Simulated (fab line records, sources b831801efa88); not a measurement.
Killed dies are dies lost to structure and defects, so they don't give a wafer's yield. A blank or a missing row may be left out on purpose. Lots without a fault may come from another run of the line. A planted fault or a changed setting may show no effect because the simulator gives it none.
A struck lot beside a sound one | flow sky130 | 19 steps out of a route of 708
Sound: wafers L278.2, L278.3, L278.5. Struck: wafers L287.1, L287.4, L287.6. The cause comes at the end.
At each step with rows: each side's tool, then ch and its chambers, then its first start. Under that, the readings that differ: sound wafers | struck wafers | difference of the means | sigmas: that difference in standard deviations of wafers without a fault.
alike: readings whose means differ by less than 2 such deviations, and words and numbers that are the same on both sides. not compared: withheld readings, readings that some wafer has no value for, bounds like >300 that may hide the same value, and numbers for which the record gives no deviation and whose values overlap.
The two part at a step that has a row with sigmas, a row that says differs or no value, or rows on one side only. Numbers that don't overlap but have no deviation are shown without sigmas and don't part them. A reading that every wafer of one side lacks parts them only if that side has two wafers or more.

SKY_SONOS_TUNNEL_TW_MEAS_12:
  sound on film_metro-03, day 13 04:06; struck on film_metro-03, day 15 04:11
  alike: SONOS_TUNNEL_TW
then, 2 steps without rows for these wafers: SKY_SONOS_TUNNEL_CLEAN_13 (cleans in dHF, time 20 s); SKY_SONOS_ONO_OXIDATION_00 (stabilise 600 s, purge 300 s, target thk 2.6 nm).
SKY_SONOS_ONO_THK_MEAS_01:
  sound on film_metro-04, day 13 05:34; struck on film_metro-03, day 15 11:01
  alike: SONOS_ONO_OXIDATION_THK
then, 1 step without rows for these wafers: SKY_SONOS_ONO_CVD_02 (deposits Si3N4 from DCS/NH3, target thk 10.5 nm, time 180 s).
SKY_SONOS_ONO_THK_MEAS_03:
  sound on film_metro-02, day 13 08:20; struck on film_metro-04, day 15 12:34
  alike: SONOS_ONO_CVD_02_THK
then, 1 step without rows for these wafers: SKY_SONOS_ONO_CVD_04 (deposits SiO2 from SiH4/N2O, target thk 5.7199 nm).
SKY_SONOS_ONO_THK_MEAS_05:
  sound on film_metro-03, day 13 09:38; struck on film_metro-03, day 15 13:53
  alike: SONOS_ONO_CVD_04_THK
then, 4 steps without rows for these wafers: SKY_SONOS_ONO_DEHYDRATE_06 (time 60 s); SKY_SONOS_ONO_HMDS_07 (prime time 60 s); SKY_SONOS_ONO_COAT_08 (resist thk 1140 nm); SKY_SONOS_ONO_SOFTBAKE_09 (time 60 s).
SKY_SONOS_ONO_EXPOSE_10: exposes mask ONOM, target cd 410 nm.
  sound on iline_stepper-02 ch 0, day 13 21:59; struck on iline_stepper-02 ch 0, day 16 03:17
  reading              | sound                | struck               | difference | sigmas
  exposure_dose_mJ_cm2 | 151.83 151.86 151.88 | 153.69 154.09 153.42 | +1.88      | +12
  alike: mask
then, 1 step without rows for these wafers: SKY_SONOS_ONO_PEB_11.
SKY_SONOS_ONO_DEVELOP_12: develop time 60 s.
  sound on litho_track-01 ch 0, day 14 10:16; struck on litho_track-03 ch 0, day 16 17:32
  reading                    | sound           | struck            | difference | sigmas
  model.SONOS_ONO.cd_nm (nm) | 406 404.4 405.4 | 408.6 406.3 409.7 | +2.9       |
  alike: resist_line_temp_C
SKY_SONOS_ONO_CD_MEAS_13: target cd 410 nm.
  sound on cd_sem-02, day 14 10:24; struck on cd_sem-01, day 16 17:41
  alike: cd_nm
SKY_SONOS_ONO_OVL_MEAS_14:
  sound on overlay-02, day 14 10:31; struck on overlay-01, day 16 17:48
  alike: SONOS_ONO_OVL
SKY_SONOS_ONO_ETCH_15: etches the open film in CHF3/O2, target depth 19.52 nm, time 7.8 s.
  sound on rie_diel-04 ch 0,2, day 14 10:32; struck on rie_diel-01 ch 0,1,2, day 16 17:50
  reading                    | sound             | struck            | difference | sigmas
  model.SONOS_ONO.cd_nm (nm) | 406.2 404.3 405.3 | 408.6 406.3 409.9 | +3.0       |
  alike: O2_flow_sccm, chamber_pressure_mTorr, drypump_motor_current_A, oes_product_au, throttle_valve_pct
  not compared: rf_hours_counter_h
then, 1 step without rows for these wafers: SKY_SONOS_ONO_WET_ETCH_16 (etches SiO2 in dHF, target depth 14 nm, time 280 s).

WHERE THEY PART
Only at SKY_SONOS_ONO_EXPOSE_10, within this record. Later steps at which nothing parts them and some readings are alike: SKY_SONOS_ONO_DEVELOP_12, SKY_SONOS_ONO_CD_MEAS_13, SKY_SONOS_ONO_OVL_MEAS_14, SKY_SONOS_ONO_ETCH_15.

WHY: what the simulator had put in
Process parameter drift: iline_stepper-02, from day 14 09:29 on, at SKY_SONOS_ONO_EXPOSE_10. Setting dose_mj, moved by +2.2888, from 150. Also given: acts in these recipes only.
